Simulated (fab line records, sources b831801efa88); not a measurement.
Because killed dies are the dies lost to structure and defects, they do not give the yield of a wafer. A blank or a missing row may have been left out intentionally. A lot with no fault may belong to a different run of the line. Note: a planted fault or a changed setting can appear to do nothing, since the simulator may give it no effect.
Which tool was responsible? -- flow sky130 -- 36 wafers from 12 lots sampled at 5 of the route's 708 steps

== WHAT THE GAUGES SHOWED, per wafer ==
SKY_VT_ADJUST_LVTN_TW_MEAS_21.
lot,measured,on,VT_ADJUST_LVTN_2_TW
L690,day 7 16:19,film_metro-01,187.7 187.4 188.1
L693,day 8 17:13,film_metro-02,187.8 188.1 187.9
L694,day 8 21:19,film_metro-04,187.0 187.1 187.5
L695,day 8 23:34,film_metro-04,189.0 188.0 187.8
L698,day 9 21:07,film_metro-01,185.8 187.4 187.8
L699,day 10 03:07,film_metro-02,187.2 186.3 187.1
L703,day 11 12:16,film_metro-04,188.9 190.0 189.0
L704,day 11 19:16,film_metro-04,188.9 188.7 189.0
L707,day 12 14:16,film_metro-02,188.1 188.0 188.8
L709,day 13 12:04,film_metro-04,187.8 187.0 188.2
L710,day 13 13:42,film_metro-04,188.2 188.4 188.2
L713,day 14 09:00,film_metro-01,189.0 188.7 188.7

SKY_SONOS_TUNNEL_TW_MEAS_12.
lot,measured,on,SONOS_TUNNEL_TW
L690,day 11 09:01,film_metro-04,197.9 198.9 198.5
L693,day 12 12:29,film_metro-04,198.2 197.6 198.6
L694,day 12 17:23,film_metro-04,196.9 196.7 196.2
L695,day 12 20:50,film_metro-04,198.1 197.6 198.3
L698,day 13 19:20,film_metro-02,197.6 197.5 199.6
L699,day 14 05:05,film_metro-02,197.6 197.6 196.3
L703,day 15 18:52,film_metro-04,198.3 196.7 198.2
L704,day 16 01:38,film_metro-04,225.7 224.1 223.7
L707,day 17 00:07,film_metro-04,223.2 224.4 223.9
L709,day 18 00:52,film_metro-01,195.1 196.7 195.5
L710,day 18 04:05,film_metro-02,197.4 197.3 198.3
L713,day 19 04:11,film_metro-02,200.0 200.8 199.3

SKY_SONOS_ONO_THK_MEAS_05.
lot,measured,on,SONOS_ONO_CVD_04_THK (nm)
L690,day 11 13:38,film_metro-02,5.66 5.58 5.61
L693,day 12 17:53,film_metro-02,5.69 5.69 5.76
L694,day 12 22:16,film_metro-03,5.69 5.69 5.62
L695,day 13 03:21,film_metro-02,5.73 5.87 5.90
L698,day 14 04:27,film_metro-03,5.85 5.78 5.74
L699,day 14 10:05,film_metro-01,5.70 5.66 5.62
L703,day 16 00:32,film_metro-03,5.81 5.85 5.83
L704,day 16 05:52,film_metro-02,5.57 5.57 5.68
L707,day 17 04:11,film_metro-01,5.79 5.78 5.75
L709,day 18 06:46,film_metro-03,5.70 5.67 5.66
L710,day 18 09:36,film_metro-03,5.86 5.78 5.72
L713,day 19 08:08,film_metro-01,5.60 5.76 5.67

== EACH LOT AND THE TOOL THAT RAN IT (in order: tool; ch and the chambers of the sampled wafers; start) ==
lot,SKY_FIELD_ISO_STRIP_16,SKY_SONOS_TUNNEL_IMPLANT_09
L690,"plasma_asher-01 ch 0,1, day 2 05:02","implanter-03 ch 0, day 11 08:35"
L693,"plasma_asher-01 ch 0,1, day 2 23:08","implanter-04 ch 0, day 12 12:05"
L694,"plasma_asher-02 ch 0,1, day 3 02:20","implanter-01 ch 0, day 12 16:59"
L695,"plasma_asher-01 ch 0,1, day 3 06:33","implanter-04 ch 0, day 12 20:26"
L698,"plasma_asher-01 ch 0,1, day 3 22:32","implanter-01 ch 0, day 13 18:56"
L699,"plasma_asher-04 ch 0, day 4 03:20","implanter-03 ch 0, day 14 04:40"
L703,"plasma_asher-02 ch 0,1, day 5 00:29","implanter-04 ch 0, day 15 18:29"
L704,"plasma_asher-01 ch 0,1, day 5 04:28","implanter-03 ch 0, day 16 01:13"
L707,"plasma_asher-01 ch 1, day 5 23:43","implanter-03 ch 0, day 16 23:41"
L709,"plasma_asher-04 ch 0,1, day 6 14:13","implanter-01 ch 0, day 18 00:26"
L710,"plasma_asher-02 ch 0,1, day 6 14:34","implanter-01 ch 0, day 18 03:34"
L713,"plasma_asher-04 ch 0,1, day 7 04:23","implanter-01 ch 0, day 19 03:41"
- SKY_FIELD_ISO_STRIP_16: strips in O2/N2.
- SKY_SONOS_TUNNEL_IMPLANT_09

== AS READ BY THE TOOLS THEMSELVES (means over the sampled wafers that have a number; for cases with no such wafer, the mark the record gives instead) ==
SKY_FIELD_ISO_STRIP_16.
lot,tool,drypump_motor_current_A (A),oes_product_au (a.u.),strip_time_to_endpoint_s (s)
L690,plasma_asher-01,5.87,0.374,3.55
L693,plasma_asher-01,5.86,0.379,3.54
L694,plasma_asher-02,5.51,0.378,3.54
L695,plasma_asher-01,5.86,0.376,3.56
L698,plasma_asher-01,5.71,0.375,3.56
L699,plasma_asher-04,5.73,0.373,3.55
L703,plasma_asher-02,5.47,0.378,3.57
L704,plasma_asher-01,5.71,0.374,3.56
L707,plasma_asher-01,6.00,0.377,3.60
L709,plasma_asher-04,5.41,0.381,3.58
L710,plasma_asher-02,5.53,0.379,3.51
L713,plasma_asher-04,5.42,0.374,3.52

SKY_SONOS_TUNNEL_IMPLANT_09.
lot,tool,beam_energy_keV,dose_ions_cm2,end_station_pressure_torr (Torr),faraday_current_uA
L690,implanter-03,20.009,1.000e+12,5.18e-06,5.69
L693,implanter-04,20.000,9.992e+11,4.95e-06,5.62
L694,implanter-01,20.000,9.997e+11,4.82e-06,5.68
L695,implanter-04,20.006,1.001e+12,4.87e-06,5.66
L698,implanter-01,20.002,1.000e+12,5.10e-06,5.57
L699,implanter-03,19.999,1.000e+12,4.99e-06,5.75
L703,implanter-04,20.000,9.993e+11,4.98e-06,5.61
L704,implanter-03,20.002,1.612e+12,4.97e-06,9.09
L707,implanter-03,19.992,1.612e+12,5.15e-06,9.09
L709,implanter-01,19.996,9.990e+11,5.01e-06,5.66
L710,implanter-01,20.001,9.999e+11,5.42e-06,5.70
L713,implanter-01,20.008,1.001e+12,5.06e-06,5.75

== THE ANSWER, worked out from the rows above alone ==
Rule: the usual values come from the lots themselves. Put in order of their means at a reading, lots are off if they are a third of the lots or fewer, leave a main group of 4 or more, and stand apart from it by a gap of 3 or more times the standard deviation of the main group's means; of several such gaps the widest counts. A main group is skipped when, at the precision printed for the reading in the tables above, its means are all equal. A lot without any number at a reading at which 4 lots or more have one is off too. Where the step has rows for the other lots, those lots are counted as sound. Order of review: gauges by route order, followed by the tools' own readings, for which a lot's mean as printed above is used. At the first step where some lot is off, the reading lying furthest off is the one used; lots without a number count as furthest.
Off: L704, L707, at SKY_SONOS_TUNNEL_TW_MEAS_12 (SONOS_TUNNEL_TW). The main group has a mean of 197.8 with a standard deviation of 1.1.
If a tool, at a process step before that reading, ran all the lots that are off and no sound lot after the first of them, it fits. The gauges at SKY_SONOS_TUNNEL_TW_MEAS_12 aren't tried: what is off there is off at SKY_SONOS_TUNNEL_IMPLANT_09 too, on other tools, and a gauge's error can't cause that. Undecided on this evidence; 2 tools fit (plasma_asher-01 at SKY_FIELD_ISO_STRIP_16, implanter-03 at SKY_SONOS_TUNNEL_IMPLANT_09).

== WHAT THE SIMULATOR HAD PUT IN ==
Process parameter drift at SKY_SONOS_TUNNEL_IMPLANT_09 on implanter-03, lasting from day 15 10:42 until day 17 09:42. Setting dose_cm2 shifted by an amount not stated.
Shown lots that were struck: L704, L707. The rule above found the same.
